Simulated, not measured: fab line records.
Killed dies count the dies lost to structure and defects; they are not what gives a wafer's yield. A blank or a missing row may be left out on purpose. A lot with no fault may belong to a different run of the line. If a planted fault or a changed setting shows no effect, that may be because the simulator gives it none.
Which tool is to blame? | flow sfqLine | Sampling: 7 lots, 21 wafers, 2 of 325 route steps

## WHAT THE GAUGES SHOWED, per wafer
SFQ_M0_RS_MEAS_904: uses a four-point probe to measure.
lot  | measured     | on           | M0_NB_RS (ohm/sq)
L220 | day 7 12:49  | filmMetro-03 | 0.883 0.881 0.889
L225 | day 9 15:44  | filmMetro-01 | 0.887 0.892 0.888
L232 | day 11 17:07 | filmMetro-01 | 0.888 0.878 0.745
L235 | day 12 16:01 | filmMetro-02 | 0.897 0.894 0.880
L237 | day 13 07:43 | filmMetro-01 | 0.894 0.888 0.886
L239 | day 14 02:54 | filmMetro-03 | 0.894 0.892 0.895
L242 | day 15 04:06 | filmMetro-03 | 0.886 0.885 0.883

## TOOL THAT RAN EACH LOT (tool first, then ch and the chambers of the sampled wafers, then the start)
lot  | SFQ_TRILAYER_M0_DEP_SPUTTER_019
L220 | pvdSputter-06, day 7 12:41
L225 | pvdSputter-06, day 9 15:38
L232 | pvdSputter-03, day 11 16:58
L235 | pvdSputter-06, day 12 15:53
L237 | pvdSputter-06, day 13 07:37
L239 | pvdSputter-05, day 14 02:49
L242 | pvdSputter-03, day 15 04:01
- SFQ_TRILAYER_M0_DEP_SPUTTER_019: material Nb, target thk 200 nm, time 133.3 s.

## THE ANSWER, worked out from the rows above alone
Rule: the lots themselves supply what counts as usual. Put in order of their means at a reading, lots are off if they are a third of the lots or fewer, leave a main group of 4 or more, and stand apart from it by a gap of 3 or more times the standard deviation of the main group's means; of several such gaps the widest counts. A main group is skipped when, at the precision printed for the reading in the tables above, its means are all equal. Also off: a lot with no number at a reading for which 4 or more lots have one. All remaining lots with rows at the step are treated as sound.
Off: L232, at SFQ_M0_RS_MEAS_904 (M0_NB_RS). Mean 0.889 ohm/sq and standard deviation 0.0032 in the main group.
If a tool, at a process step before that reading, ran all the lots that are off and no sound lot after the first of them, it fits. Gauges at SFQ_M0_RS_MEAS_904: tried the same way as those tools. No candidate that was tried fits.

## WHAT THE SIMULATOR PUT IN
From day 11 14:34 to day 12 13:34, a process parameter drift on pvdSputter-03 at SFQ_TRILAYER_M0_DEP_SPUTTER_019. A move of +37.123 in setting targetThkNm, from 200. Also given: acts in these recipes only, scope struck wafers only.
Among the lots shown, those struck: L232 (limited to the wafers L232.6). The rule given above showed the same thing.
